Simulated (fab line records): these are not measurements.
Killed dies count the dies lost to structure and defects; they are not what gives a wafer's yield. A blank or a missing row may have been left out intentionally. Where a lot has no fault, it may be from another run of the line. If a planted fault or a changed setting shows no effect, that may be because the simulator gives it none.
fab line records | flow sfq-line
record lots=6 | wafers=18 | last-day=95
route steps=325 shown I3@141 M4@148
lots that met no fault: taken from a fault-free run of the same line
start-h: the number of hours between the record's first day and the start of the first shown wafer of the lot | wait-h: hours elapsed since this lot's preceding step | " the same as in the row above | L1.1+2: several wafers, shown together as one row | - either no value or no given start | * or withheld: withheld | < > ~ a bound
route shown NAME@n: NAME is a module with steps in the file, n the number in the route of the first one | usual: the fault-free wafers' mean and standard deviation | same: alike in all rows | chamber/n: place in a boat | sites: per-site readings | _std_site: how widely they spread, as a standard deviation | _edge_site: the outer-site mean with the inner-site mean subtracted | radius-mm: for every site, how far away it sits from the centre of the wafer | mask NAME#n: copy n | behind: tool/chamber where the wafer was last shaped | hold: the reason the lot was held/the length of the hold in hours/how it ended | device: transistor that didn't switch, given as n, p or np | end of line: tests run on the same wafers once the route is complete | a step with no rows: only its recipe | killed: dies lost to structure and defects at the first sort, not the wafer's yield | map: a wafer's dies, marking killed ones x, the rest . and places with no die _
set.NAME: the setting that was run; set.NAME@STEP: the one run at that earlier step | model.NAME: the simulator's own value behind a step, which no gauge read
a table for each step, a row for each wafer; lots at some steps of the route
services: from which hour (start-h, from the record's first day; less than 0 if before it) a tool's chamber was out of use, for how many hours, and why
## steps
# step SFQ_TRILAYER_I3_VIA_LITHO_PEB_088
# recipe peb-temp-c=115 | peb-time-s=60 | resist=KrF
# step SFQ_TRILAYER_I3_VIA_LITHO_DEVELOP_087
# recipe time-s=60 | resist=KrF
# step SFQ_I3_OVL_MEAS_923
# usual I3_OVL=-1/6
lot.wafer | tool       | chamber | start-h | wait-h | I3_OVL[nm]
L493.1    | overlay-01 | -       | 1192.69 | 0.1    | 2
L493.2    | "          | -       | "       | "      | -10
L493.6    | "          | -       | "       | "      | -3
L495.3    | overlay-01 | -       | 1197.51 | 0.1    | 1
L495.4    | "          | -       | "       | "      | 2
L495.5    | "          | -       | "       | "      | 4
L496.2    | overlay-02 | -       | 1198.70 | 0.1    | 0
L496.5    | "          | -       | "       | "      | 4
L496.6    | "          | -       | "       | "      | 5
L502.3    | overlay-02 | -       | 1208.31 | 0.1    | -1
L502.4    | "          | -       | "       | "      | -7
L502.6    | "          | -       | "       | "      | -3
L504.1    | overlay-02 | -       | 1228.82 | 0.1    | 3
L504.5    | "          | -       | "       | "      | 7
L504.6    | "          | -       | "       | "      | 1
L506.2    | overlay-02 | -       | 1236.03 | 0.1    | -6
L506.4    | "          | -       | "       | "      | -1
L506.5    | "          | -       | "       | "      | 6
# step SFQ_TRILAYER_I3_VIA_BARC_OPEN_VIA_ETCH_121
# recipe mask-material=PR | chemistry=O2 | target-depth-nm=125 | target=BARC | source-w=500 | bias-w=80 | pressure-mtorr=30 | time-s=41.7
# usual drypump-motor-current-A=5.6/0.48 | oes-product-au=0.684/0.0046
lot.wafer | tool        | chamber | start-h | wait-h | drypump-motor-current-A | oes-product-au | rf-hours-counter-h
L493.1    | rie-diel-04 | 3       | 1192.73 | 0.0    | 4.9                     | 0.680          | 17
L493.2    | "           | 2       | "       | "      | 4.7                     | 0.676          | 14
L493.6    | "           | 2       | "       | "      | 4.6                     | 0.683          | -
L495.3    | rie-diel-03 | 0       | 1197.53 | 0.0    | 5.7                     | 0.689          | 6
L495.4    | "           | 2       | "       | "      | 5.5                     | 0.680          | -
L495.5    | "           | 1       | "       | "      | 5.7                     | 0.687          | -
L496.2    | rie-diel-04 | 2       | 1198.73 | 0.0    | 4.7                     | 0.682          | 14
L496.5    | "           | 2       | "       | "      | 4.7                     | 0.681          | -
L496.6    | "           | 3       | "       | "      | 4.9                     | 0.683          | -
L502.3    | rie-diel-04 | 2       | 1208.33 | 0.0    | 4.6                     | 0.681          | 14
L502.4    | "           | 3       | "       | "      | 4.9                     | 0.679          | -
L502.6    | "           | 0       | "       | "      | 6.5                     | 0.685          | -
L504.1    | rie-diel-04 | 3       | 1228.86 | 0.0    | 5.0                     | 0.683          | 18
L504.5    | "           | 0       | "       | "      | 6.5                     | 0.686          | -
L504.6    | "           | 3       | "       | "      | 4.9                     | 0.686          | -
L506.2    | rie-diel-03 | 0       | 1236.06 | 0.0    | 5.7                     | 0.683          | 6
L506.4    | "           | 1       | "       | "      | 5.7                     | 0.678          | 9
L506.5    | "           | 3       | "       | "      | 5.9                     | 0.684          | -
# step SFQ_TRILAYER_I3_VIA_ETCH_VIA_ETCH_088
# recipe target=SiO2 | stop-on=Nb | mask-material=PR | taper-deg=20 | chemistry=CHF3 | target-depth-nm=260 | source-w=500 | bias-w=80 | pressure-mtorr=30 | time-s=withheld
# usual drypump-motor-current-A=5.6/0.49 | oes-product-au=0.853/0.0055
lot.wafer | tool        | chamber | start-h | wait-h | drypump-motor-current-A | oes-product-au
L493.1    | rie-diel-04 | 3       | 1192.77 | 0.0    | 4.9                     | 0.860
L493.2    | "           | 2       | "       | "      | 4.7                     | 0.854
L493.6    | "           | 2       | "       | "      | 4.7                     | 0.859
L495.3    | rie-diel-03 | 0       | 1197.57 | 0.0    | 5.6                     | 0.848
L495.4    | "           | 2       | "       | "      | 5.5                     | 0.852
L495.5    | "           | 1       | "       | "      | 5.7                     | 0.853
L496.2    | rie-diel-04 | 2       | 1198.77 | 0.0    | 4.7                     | 0.852
L496.5    | "           | 2       | "       | "      | 4.7                     | 0.853
L496.6    | "           | 3       | "       | "      | 4.9                     | 0.847
L502.3    | rie-diel-04 | 2       | 1208.37 | 0.0    | 4.7                     | 0.849
L502.4    | "           | 3       | "       | "      | 5.0                     | 0.858
L502.6    | "           | 0       | "       | "      | 6.6                     | 0.851
L504.1    | rie-diel-04 | 3       | 1228.90 | 0.0    | 4.9                     | 0.854
L504.5    | "           | 0       | "       | "      | 6.6                     | 0.855
L504.6    | "           | 3       | "       | "      | 5.0                     | 0.851
L506.2    | rie-diel-03 | 0       | 1236.10 | 0.0    | 5.7                     | 0.852
L506.4    | "           | 1       | "       | "      | 5.7                     | 0.857
L506.5    | "           | 3       | "       | "      | 5.9                     | 0.847
# step SFQ_TRILAYER_I3_VIA_STRIP_STRIP_089
# recipe gas=O2 | power-w=200 | platen-temp-c=40 | overash-fraction=0.65 | chemistry=O2 | pressure-mtorr=50
# usual drypump-motor-current-A=5.9/0.32 | oes-product-au=1.004/0.0073
lot.wafer | tool         | chamber | start-h | wait-h | drypump-motor-current-A | oes-product-au | rf-hours-counter-h
L493.1    | rie-metal-01 | 0       | 1192.88 | -      | 5.8                     | 0.994          | 22
L493.2    | "            | 1       | "       | "      | 5.5                     | 1.001          | 43
L493.6    | "            | 1       | "       | "      | 5.5                     | 1.010          | -
L495.3    | rie-metal-01 | 0       | 1198.08 | -      | 5.8                     | 0.997          | -
L495.4    | "            | 0       | "       | "      | 5.9                     | 0.993          | -
L495.5    | "            | 0       | "       | "      | 5.8                     | 0.998          | -
L496.2    | rie-metal-02 | 1       | 1198.88 | -      | 6.2                     | 0.998          | 93
L496.5    | "            | 1       | "       | "      | 6.2                     | 1.004          | -
L496.6    | "            | 0       | "       | "      | 5.4                     | 1.001          | -
L502.3    | rie-metal-04 | 1       | 1208.68 | -      | 6.1                     | 1.001          | -
L502.4    | "            | 0       | "       | "      | 6.2                     | 0.999          | -
L502.6    | "            | 0       | "       | "      | 6.2                     | 1.011          | -
L504.1    | rie-metal-01 | 0       | 1229.01 | -      | 5.9                     | 1.001          | 25
L504.5    | "            | 1       | "       | "      | 5.5                     | 0.996          | -
L504.6    | "            | 0       | "       | "      | 5.9                     | 0.991          | -
L506.2    | rie-metal-04 | 0       | 1236.21 | -      | 6.2                     | 1.001          | 28
L506.4    | "            | 1       | "       | "      | 6.0                     | 1.004          | -
L506.5    | "            | 1       | "       | "      | 6.0                     | 1.005          | -
# step SFQ_TRILAYER_I3_VIA_STRIP_SOLV_CLEAN_090
# recipe chemistry=NMP | temp-c=70 | time-s=600
# step SFQ_TRILAYER_M4_DEP_PRE_CLEAN_092
# recipe gas=Ar | time-s=22.5 | bias-v=250
# step SFQ_TRILAYER_M4_DEP_SPUTTER_091
# recipe material=Nb | base-pressure-pa=1.33e-06 | chamber-pressure-pa=0.1333 | substrate-temp-c=20 | resputter-cathode-voltage-v=400 | target-thk-nm=200 | power-w=2000 | time-s=133.3
# step SFQ_M4_RS_MEAS_924
# recipe thk-meas-gauge=four-point-probe | reads=Nb_of_TRILAYER_M4_DEP_SPUTTER_091
# usual M4_NB_RS=0.888/0.011
lot.wafer | tool          | chamber | start-h | wait-h | M4_NB_RS[ohm/sq]
L493.1    | film-metro-03 | -       | 1193.78 | 0.0    | 0.881
L493.2    | "             | -       | "       | "      | 0.876
L493.6    | "             | -       | "       | "      | 0.881
L495.3    | film-metro-02 | -       | 1199.22 | 0.1    | 0.887
L495.4    | "             | -       | "       | "      | 0.898
L495.5    | "             | -       | "       | "      | 0.894
L496.2    | film-metro-04 | -       | 1199.80 | 0.1    | 0.885
L496.5    | "             | -       | "       | "      | 0.874
L496.6    | "             | -       | "       | "      | 0.880
L502.3    | film-metro-04 | -       | 1209.43 | 0.1    | 0.867
L502.4    | "             | -       | "       | "      | 0.876
L502.6    | "             | -       | "       | "      | 0.861
L504.1    | film-metro-04 | -       | 1229.90 | 0.0    | 0.877
L504.5    | "             | -       | "       | "      | 0.870
L504.6    | "             | -       | "       | "      | 0.879
L506.2    | film-metro-02 | -       | 1237.12 | 0.1    | 0.904
L506.4    | "             | -       | "       | "      | 0.899
L506.5    | "             | -       | "       | "      | 0.889
# step SFQ_TRILAYER_M4_LITHO_COAT_098
# recipe resist=BARC | spin-rpm=3000 | resist-thk-nm=62
# step SFQ_TRILAYER_M4_LITHO_COAT_093
# recipe resist=KrF | spin-rpm=3000 | resist-thk-nm=600
# usual dispense-pressure-kPa=50.1/0.4
lot.wafer | tool           | chamber | start-h | wait-h | dispense-pressure-kPa | model.KrF_of_TRILAYER_M4_LITHO_COAT_093.thk-nm
L493.1    | litho-track-02 | 0       | 1194.26 | 0.2    | 50.5                  | 600.3
L493.2    | "              | 0       | "       | "      | 50.5                  | 597.4
L493.6    | "              | 0       | "       | "      | 50.6                  | 598.1
L495.3    | litho-track-04 | 0       | 1199.76 | 0.2    | 50.5                  | 597.9
L495.4    | "              | 0       | "       | "      | 50.4                  | 598.5
L495.5    | "              | 0       | "       | "      | 50.4                  | 596.3
L496.2    | litho-track-01 | 0       | 1200.31 | 0.2    | 49.7                  | 599.4
L496.5    | "              | 0       | "       | "      | 49.7                  | 597.6
L496.6    | "              | 0       | "       | "      | 49.7                  | 598.5
L502.3    | litho-track-02 | 0       | 1209.97 | 0.2    | 50.6                  | 642.9
L502.4    | "              | 0       | "       | "      | 50.6                  | 601.9
L502.6    | "              | 0       | "       | "      | 50.6                  | 644.3
L504.1    | litho-track-02 | 0       | 1230.38 | 0.2    | 50.6                  | 602.9
L504.5    | "              | 0       | "       | "      | 50.6                  | 603
L504.6    | "              | 0       | "       | "      | 50.6                  | 643.4
L506.2    | litho-track-01 | 0       | 1237.63 | 0.2    | 49.7                  | 597.5
L506.4    | "              | 0       | "       | "      | 49.7                  | 598
L506.5    | "              | 0       | "       | "      | 49.7                  | 598.2
# step SFQ_TRILAYER_M4_LITHO_SOFTBAKE_097
# recipe temp-c=withheld | time-s=withheld | resist=KrF
# step SFQ_TRILAYER_M4_LITHO_EXPOSE_094
# recipe mask-id=M4 | na=0.6 | source-shape=conventional | sigma-outer=0.65 | target-cd-nm=500 | dose-mj=14.4
# step SFQ_TRILAYER_M4_LITHO_PEB_096
# recipe peb-temp-c=115 | peb-time-s=60 | resist=KrF
# step SFQ_TRILAYER_M4_LITHO_DEVELOP_095
# recipe time-s=60 | resist=KrF
# step SFQ_M4_OVL_MEAS_926
# usual M4_OVL=0/4.9
lot.wafer | tool       | chamber | start-h | wait-h | M4_OVL[nm]
L493.1    | overlay-01 | -       | 1306.00 | 0.1    | -2
L493.2    | "          | -       | "       | "      | 2
L493.6    | "          | -       | "       | "      | 1
L495.3    | overlay-01 | -       | 1310.82 | 0.1    | -5
L495.4    | "          | -       | "       | "      | -1
L495.5    | "          | -       | "       | "      | -5
L496.2    | overlay-01 | -       | 1312.01 | 0.1    | 3
L496.5    | "          | -       | "       | "      | 7
L496.6    | "          | -       | "       | "      | 1
L502.3    | overlay-01 | -       | 1325.22 | 0.1    | 2
L502.4    | "          | -       | "       | "      | 6
L502.6    | "          | -       | "       | "      | 5
L504.1    | overlay-02 | -       | 1346.80 | 0.1    | -2
L504.5    | "          | -       | "       | "      | -3
L504.6    | "          | -       | "       | "      | -1
L506.2    | overlay-02 | -       | 1352.81 | 0.1    | 4
L506.4    | "          | -       | "       | "      | 2
L506.5    | "          | -       | "       | "      | 2
# step SFQ_TRILAYER_M4_BARC_OPEN_METAL_ETCH_123
# recipe mask-material=PR | chemistry=O2 | target-depth-nm=125 | target=BARC | icp-w=600 | bias-w=80 | pressure-mtorr=10 | time-s=41.7
# usual drypump-motor-current-A=5.8/0.4 | oes-product-au=0.684/0.0044
lot.wafer | tool         | chamber | start-h | wait-h | drypump-motor-current-A | oes-product-au | rf-hours-counter-h
L493.1    | rie-metal-03 | 0       | 1306.04 | 0.0    | 5.4                     | 0.690          | 7
L493.2    | "            | 0       | "       | "      | 5.4                     | 0.686          | -
L493.6    | "            | 0       | "       | "      | 5.4                     | 0.680          | -
L495.3    | rie-metal-04 | 1       | 1310.86 | 0.0    | 6.0                     | 0.683          | -
L495.4    | "            | 0       | "       | "      | 6.2                     | 0.685          | -
L495.5    | "            | 1       | "       | "      | 6.0                     | 0.676          | -
L496.2    | rie-metal-02 | 0       | 1312.04 | 0.0    | 5.4                     | 0.681          | 28
L496.5    | "            | 0       | "       | "      | 5.4                     | 0.687          | -
L496.6    | "            | 1       | "       | "      | 6.2                     | 0.679          | -
L502.3    | rie-metal-02 | 0       | 1325.26 | 0.0    | 5.4                     | 0.691          | -
L502.4    | "            | 1       | "       | "      | 6.2                     | 0.686          | -
L502.6    | "            | 1       | "       | "      | 6.3                     | 0.679          | -
L504.1    | rie-metal-04 | 0       | 1346.84 | 0.0    | 6.2                     | 0.685          | 46
L504.5    | "            | 0       | "       | "      | 6.2                     | 0.678          | -
L504.6    | "            | 1       | "       | "      | 6.1                     | 0.679          | -
L506.2    | rie-metal-02 | 1       | 1352.84 | 0.0    | 6.3                     | 0.679          | 118
L506.4    | "            | 1       | "       | "      | 6.3                     | 0.687          | -
L506.5    | "            | 0       | "       | "      | 5.4                     | 0.685          | -
# step SFQ_TRILAYER_M4_ETCH_METAL_ETCH_096
# recipe target=Nb | stop-on=SiO2 | mask-material=PR | chemistry=Cl2/Ar | target-depth-nm=240 | icp-w=600 | bias-w=80 | pressure-mtorr=10 | time-s=120
# usual drypump-motor-current-A=5.8/0.41 | oes-product-au=0.895/0.0083
lot.wafer | tool         | chamber | start-h | wait-h | drypump-motor-current-A | oes-product-au | rf-hours-counter-h | model.KrF_of_TRILAYER_M4_LITHO_COAT_093.thk-nm
L493.1    | rie-metal-03 | 0       | 1306.16 | 0.1    | 5.4                     | 0.902          | 7                  | 380
L493.2    | "            | 0       | "       | "      | 5.4                     | 0.907          | -                  | 377.3
L493.6    | "            | 0       | "       | "      | 5.4                     | 0.898          | -                  | 379.3
L495.3    | rie-metal-04 | 1       | 1310.94 | 0.1    | 6.1                     | 0.897          | -                  | 377.4
L495.4    | "            | 0       | "       | "      | 6.3                     | 0.891          | -                  | 378.1
L495.5    | "            | 1       | "       | "      | 6.1                     | 0.895          | -                  | 376
L496.2    | rie-metal-02 | 0       | 1312.10 | 0.0    | 5.4                     | 0.895          | 28                 | 380.6
L496.5    | "            | 0       | "       | "      | 5.4                     | 0.901          | -                  | 380
L496.6    | "            | 1       | "       | "      | 6.2                     | 0.894          | -                  | 378.6
L502.3    | rie-metal-02 | 0       | 1325.34 | 0.1    | 5.4                     | 0.907          | -                  | 422.4
L502.4    | "            | 1       | "       | "      | 6.2                     | 0.910          | -                  | 381.3
L502.6    | "            | 1       | "       | "      | 6.2                     | 0.913          | -                  | 424.9
L504.1    | rie-metal-04 | 0       | 1346.90 | 0.0    | 6.2                     | 0.895          | 46                 | 380.8
L504.5    | "            | 0       | "       | "      | 6.2                     | 0.904          | -                  | 381.2
L504.6    | "            | 1       | "       | "      | 6.1                     | 0.905          | -                  | 421.5
L506.2    | rie-metal-02 | 1       | 1352.90 | 0.0    | 6.3                     | 0.888          | 118                | 377.8
L506.4    | "            | 1       | "       | "      | 6.2                     | 0.882          | -                  | 380.5
L506.5    | "            | 0       | "       | "      | 5.4                     | 0.896          | -                  | 380
# step SFQ_TRILAYER_M4_STRIP_STRIP_097
# recipe gas=O2 | power-w=200 | platen-temp-c=40 | overash-fraction=0.65 | chemistry=O2 | pressure-mtorr=50
# usual drypump-motor-current-A=5.8/0.41 | oes-product-au=1.004/0.0067
lot.wafer | tool         | chamber | start-h | wait-h | drypump-motor-current-A | oes-product-au | rf-hours-counter-h
L493.1    | rie-metal-03 | 0       | 1306.41 | 0.2    | 5.4                     | 1.016          | 7
L493.2    | "            | 0       | "       | "      | 5.4                     | 0.997          | -
L493.6    | "            | 0       | "       | "      | 5.4                     | 1.009          | -
L495.3    | rie-metal-04 | 1       | 1311.23 | 0.2    | 6.1                     | 1.010          | -
L495.4    | "            | 0       | "       | "      | 6.2                     | 1.000          | -
L495.5    | "            | 1       | "       | "      | 6.1                     | 1.013          | -
L496.2    | rie-metal-02 | 0       | 1312.23 | 0.1    | 5.4                     | 0.995          | 28
L496.5    | "            | 0       | "       | "      | 5.4                     | 1.008          | -
L496.6    | "            | 1       | "       | "      | 6.3                     | 0.999          | -
L502.3    | rie-metal-02 | 0       | 1325.63 | 0.2    | 5.4                     | 1.006          | -
L502.4    | "            | 1       | "       | "      | 6.2                     | 0.993          | -
L502.6    | "            | 1       | "       | "      | 6.2                     | 1.007          | -
L504.1    | rie-metal-04 | 0       | 1347.03 | 0.1    | 6.2                     | 1.016          | 46
L504.5    | "            | 0       | "       | "      | 6.3                     | 1.003          | -
L504.6    | "            | 1       | "       | "      | 6.1                     | 1.011          | -
L506.2    | rie-metal-02 | 1       | 1353.03 | 0.1    | 6.2                     | 1.004          | 118
L506.4    | "            | 1       | "       | "      | 6.2                     | 0.999          | -
L506.5    | "            | 0       | "       | "      | 5.4                     | 1.005          | -
## services
tool         | chamber | start-h | hours | kind
rie-diel-03  | 3       | 1194.69 | -     | clean
rie-diel-03  | 3       | 1194.69 | 20.2  | scheduled-down
rie-diel-03  | 3       | 1194.69 | 20.2  | vent-cycle
rie-diel-04  | 1       | 1196.85 | 12.1  | repair
rie-metal-01 | 1       | 1197.00 | 6.5   | repair
rie-diel-03  | -       | 1232.64 | 2.8   | pm
rie-metal-01 | 1       | 1244.47 | 5.8   | repair
rie-metal-03 | 0       | 1248.46 | -     | clean
rie-metal-03 | 0       | 1248.46 | -     | consumable-replace:focus-ring
rie-metal-03 | 0       | 1248.46 | 14.3  | scheduled-down
rie-metal-03 | 0       | 1248.46 | 14.3  | vent-cycle
rie-diel-03  | 0       | 1248.91 | 1.4   | repair
rie-diel-04  | 1       | 1250.25 | 20.1  | repair
rie-metal-04 | -       | 1261.02 | 1.1   | repair
rie-diel-03  | 1       | 1311.83 | 15.0  | repair
rie-diel-04  | 3       | 1317.64 | -     | clean
rie-diel-04  | 3       | 1317.64 | -     | consumable-replace:focus-ring
rie-diel-04  | 3       | 1317.64 | 35.5  | scheduled-down
rie-diel-04  | 3       | 1317.64 | 35.5  | vent-cycle
rie-diel-03  | -       | 1336.48 | 0.1   | repair
rie-metal-02 | -       | 1337.81 | 0.5   | repair
rie-metal-03 | 0       | 1348.04 | 5.8   | repair
rie-diel-03  | 0       | 1349.88 | 7.8   | repair
rie-diel-03  | 3       | 1351.38 | 19.7  | repair
## key
first-sign none at tools or gauges
model-effect step=SFQ_TRILAYER_M4_LITHO_COAT_093 | value=KrF_of_TRILAYER_M4_LITHO_COAT_093.thk-nm | without=601.4 | struck=643.6
model-effect step=SFQ_TRILAYER_M4_ETCH_METAL_ETCH_096 | value=KrF_of_TRILAYER_M4_LITHO_COAT_093.thk-nm | without=380.8 | struck=422.9
met-at SFQ_TRILAYER_M4_LITHO_COAT_093
struck-wafers L502.3,L502.6,L504.6
onset-between 1194.26 1209.97
fault kind=process-parameter-drift | tool=litho-track-02 | chamber=- | onset-h=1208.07 | steps=SFQ_TRILAYER_M4_LITHO_COAT_093 | channel=resist-thk-nm | offset=42.071 | shape=step | end-h=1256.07 | scope=struck-wafers-only | acts-in=these-recipes-only | stated=600
